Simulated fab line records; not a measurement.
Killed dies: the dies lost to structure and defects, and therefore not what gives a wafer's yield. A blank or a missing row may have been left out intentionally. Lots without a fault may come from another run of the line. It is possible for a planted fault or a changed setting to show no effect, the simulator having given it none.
A sampling plan put to the test	flow gf180mcu	each of the 11 faults these records tell of, on one fab line, judged from the records of the lots it struck
The plan is the line's own looks: the steps of the route at which a gauge or an inspection reads the wafer and doesn't change it. A look can be judged if struck wafers have a number there and the file gives its usual mean and standard deviation on fault-free wafers. Caught: the struck wafers' mean, at a look after the fault's first step, is 4 or more of those standard deviations (sigma) away from the usual mean. On the tool: here the same test is run on the tool's own readings at the fault's steps. A different recipe on the struck wafers counts as caught too, as does a record blank only for those wafers.

THE FAULTS, as the simulator had put them in
1. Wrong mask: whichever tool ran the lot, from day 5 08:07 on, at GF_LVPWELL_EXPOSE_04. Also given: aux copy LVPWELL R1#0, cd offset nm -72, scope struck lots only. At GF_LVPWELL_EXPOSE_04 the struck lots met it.
2. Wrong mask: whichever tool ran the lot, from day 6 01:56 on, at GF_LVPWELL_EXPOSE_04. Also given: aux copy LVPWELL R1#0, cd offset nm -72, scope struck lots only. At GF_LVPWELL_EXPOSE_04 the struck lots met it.
3. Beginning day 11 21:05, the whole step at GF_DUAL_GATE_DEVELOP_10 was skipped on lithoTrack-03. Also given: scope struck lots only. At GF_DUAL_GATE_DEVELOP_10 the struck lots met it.
4. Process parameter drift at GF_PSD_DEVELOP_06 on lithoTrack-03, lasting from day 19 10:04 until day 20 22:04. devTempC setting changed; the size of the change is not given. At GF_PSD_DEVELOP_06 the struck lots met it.
5. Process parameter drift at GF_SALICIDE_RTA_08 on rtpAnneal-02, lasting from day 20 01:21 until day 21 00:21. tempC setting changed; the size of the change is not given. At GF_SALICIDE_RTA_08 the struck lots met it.
6. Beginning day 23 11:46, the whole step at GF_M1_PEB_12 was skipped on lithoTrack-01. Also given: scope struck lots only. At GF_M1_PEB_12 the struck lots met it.
7. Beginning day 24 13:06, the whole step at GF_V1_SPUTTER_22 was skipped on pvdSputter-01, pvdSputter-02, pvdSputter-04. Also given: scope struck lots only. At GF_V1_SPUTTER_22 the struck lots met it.
8. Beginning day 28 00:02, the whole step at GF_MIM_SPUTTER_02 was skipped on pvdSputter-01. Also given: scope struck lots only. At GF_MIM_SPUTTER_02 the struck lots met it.
9. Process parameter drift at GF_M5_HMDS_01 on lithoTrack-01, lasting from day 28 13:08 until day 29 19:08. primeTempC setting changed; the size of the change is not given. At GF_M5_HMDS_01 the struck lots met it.
10. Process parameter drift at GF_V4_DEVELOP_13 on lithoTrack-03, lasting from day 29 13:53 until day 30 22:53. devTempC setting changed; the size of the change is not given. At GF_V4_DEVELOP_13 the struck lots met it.
11. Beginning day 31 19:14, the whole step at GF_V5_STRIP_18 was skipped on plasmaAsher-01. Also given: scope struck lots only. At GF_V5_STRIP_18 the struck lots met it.

WHAT THE PLAN SAW
fault	on the tool itself	first look that catches it	reading, sigma	median hours from its first step to that look	hours from the fault's start to the first struck lot there	judged looks passed uncaught
1	no reading that can be judged	none of the 3 looks that can be judged after it	-	-	-	3
2	no reading that can be judged	not the one look that can be judged after it	-	-	-	1
3	the tool's record is blank for the struck wafers	no look after it can be judged	-	-	-	0
4	developerTempC -7.8 sigma	not the one look that can be judged after it	-	-	-	1
5	wafer_temp_C_max -69 sigma	no look after it can be judged	-	-	-	0
6	the tool's record is blank for the struck wafers	no look after it can be judged	-	-	-	0
7	the tool's record is blank for the struck wafers	no look after it can be judged	-	-	-	0
8	the tool's record is blank for the struck wafers	no look after it can be judged	-	-	-	0
9	primeTempC +17 sigma	no look after it can be judged	-	-	-	0
10	developerTempC +8.8 sigma	no look after it can be judged	-	-	-	0
11	the tool's record is blank for the struck wafers	no look after it can be judged	-	-	-	0
A dash: the fault isn't caught, or these records don't give the number.

Caught at a look: 0 of 11. Caught on the tool: 9 of 11. By one or the other: 9 of 11.
Faults caught by the tool alone: 3, 4, 5, 6, 7, 8, 9, 10, 11.
Caught by neither: faults 1, 2.
